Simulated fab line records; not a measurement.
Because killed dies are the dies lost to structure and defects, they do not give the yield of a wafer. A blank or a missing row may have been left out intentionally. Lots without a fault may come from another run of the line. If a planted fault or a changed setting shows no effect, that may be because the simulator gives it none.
Chamber matching / flow sky130 / 4 sister chambers for SKY_POLY_GATE_ETCH_17 on rie-si-01
The step etches poly-Si in HBr/Cl2, stops on SiO2, target depth 180 nm, time 70.5 s. 16 wafers are shown with their chamber, then 8 later ones without.

## WAFERS PAIRED WITH THEIR CHAMBERS
wafer=L787.1; chamber=1; drypump-motor-current-A (A)=6.11; oes-product-au (a.u.)=0.996; chamber-pressure-mTorr (mTorr)=9.999
wafer=L787.3; chamber=3; drypump-motor-current-A (A)=5.85; oes-product-au (a.u.)=0.982; chamber-pressure-mTorr (mTorr)=10.001
wafer=L787.5; chamber=0; drypump-motor-current-A (A)=5.95; oes-product-au (a.u.)=0.997; chamber-pressure-mTorr (mTorr)=10.003
wafer=L788.2; chamber=3; drypump-motor-current-A (A)=5.87; oes-product-au (a.u.)=0.982; chamber-pressure-mTorr (mTorr)=10.016
wafer=L788.5; chamber=0; drypump-motor-current-A (A)=5.96; oes-product-au (a.u.)=0.994; chamber-pressure-mTorr (mTorr)=10.007
wafer=L788.6; chamber=1; drypump-motor-current-A (A)=6.08; oes-product-au (a.u.)=0.998; chamber-pressure-mTorr (mTorr)=10.004
wafer=L789.1; chamber=0; drypump-motor-current-A (A)=5.95; oes-product-au (a.u.)=0.983; chamber-pressure-mTorr (mTorr)=9.991
wafer=L789.2; chamber=1; drypump-motor-current-A (A)=6.09; oes-product-au (a.u.)=0.990; chamber-pressure-mTorr (mTorr)=10.013
wafer=L789.5; chamber=2; drypump-motor-current-A (A)=5.75; oes-product-au (a.u.)=0.973; chamber-pressure-mTorr (mTorr)=9.993
wafer=L797.2; chamber=2; drypump-motor-current-A (A)=5.73; oes-product-au (a.u.)=0.974; chamber-pressure-mTorr (mTorr)=10.000
wafer=L797.3; chamber=3; drypump-motor-current-A (A)=5.85; oes-product-au (a.u.)=0.985; chamber-pressure-mTorr (mTorr)=9.999
wafer=L797.6; chamber=1; drypump-motor-current-A (A)=6.11; oes-product-au (a.u.)=0.993; chamber-pressure-mTorr (mTorr)=9.994
wafer=L799.1; chamber=3; drypump-motor-current-A (A)=5.82; oes-product-au (a.u.)=0.982; chamber-pressure-mTorr (mTorr)=10.007
wafer=L799.5; chamber=3; drypump-motor-current-A (A)=5.85; oes-product-au (a.u.)=0.983; chamber-pressure-mTorr (mTorr)=9.995
wafer=L799.6; chamber=0; drypump-motor-current-A (A)=5.95; oes-product-au (a.u.)=0.990; chamber-pressure-mTorr (mTorr)=10.017
wafer=L801.3; chamber=3; drypump-motor-current-A (A)=5.86; oes-product-au (a.u.)=0.985; chamber-pressure-mTorr (mTorr)=10.005

SIGNATURES (means of the wafers above)
reading=drypump-motor-current-A; chamber 0=5.9525; chamber 1=6.0975; chamber 2=5.7400; chamber 3=5.8500; scatter within a chamber=0.014
reading=oes-product-au; chamber 0=0.99100; chamber 1=0.99425; chamber 2=0.97350; chamber 3=0.98317; scatter within a chamber=0.00363
reading=chamber-pressure-mTorr; chamber 0=10.00450; chamber 1=10.00250; chamber 2=9.99650; chamber 3=10.00383; scatter within a chamber=0.00835
Rule: a wafer lies at a distance from a chamber equal to the root of the sum of squares, over the readings, of (its reading less the chamber's mean, divided by the reading's scatter). If the next closest chamber is less than 2 further off than the closest, the wafer can't be placed; otherwise it belongs to the closest. The scatter is the square root of a quotient: the sum, over the shown wafers, of each reading's squared deviation from its chamber's mean, divided by wafers minus chambers.

## WAFERS WITH NO CHAMBER GIVEN
wafer=L801.4; drypump-motor-current-A (A)=6.10; oes-product-au (a.u.)=1.005; chamber-pressure-mTorr (mTorr)=9.997
wafer=L801.6; drypump-motor-current-A (A)=5.85; oes-product-au (a.u.)=0.974; chamber-pressure-mTorr (mTorr)=9.984
wafer=L803.2; drypump-motor-current-A (A)=5.73; oes-product-au (a.u.)=0.974; chamber-pressure-mTorr (mTorr)=9.979
wafer=L803.3; drypump-motor-current-A (A)=6.07; oes-product-au (a.u.)=0.999; chamber-pressure-mTorr (mTorr)=10.012
wafer=L803.5; drypump-motor-current-A (A)=6.08; oes-product-au (a.u.)=0.994; chamber-pressure-mTorr (mTorr)=9.993
wafer=L805.1; drypump-motor-current-A (A)=5.87; oes-product-au (a.u.)=0.971; chamber-pressure-mTorr (mTorr)=10.003
wafer=L805.2; drypump-motor-current-A (A)=5.73; oes-product-au (a.u.)=0.980; chamber-pressure-mTorr (mTorr)=10.011
wafer=L805.4; drypump-motor-current-A (A)=5.74; oes-product-au (a.u.)=0.981; chamber-pressure-mTorr (mTorr)=10.008

## CHAMBER TAKEN BY EACH
wafer=L801.4; from the rows above=1; in truth=1
wafer=L801.6; from the rows above=3; in truth=3
wafer=L803.2; from the rows above=2; in truth=2
wafer=L803.3; from the rows above=1; in truth=1
wafer=L803.5; from the rows above=1; in truth=1
wafer=L805.1; from the rows above=3; in truth=3
wafer=L805.2; from the rows above=2; in truth=2
wafer=L805.4; from the rows above=2; in truth=2
Placed correctly: 8 of 8. Can't be placed from these rows: 0. 0 placed wrongly.
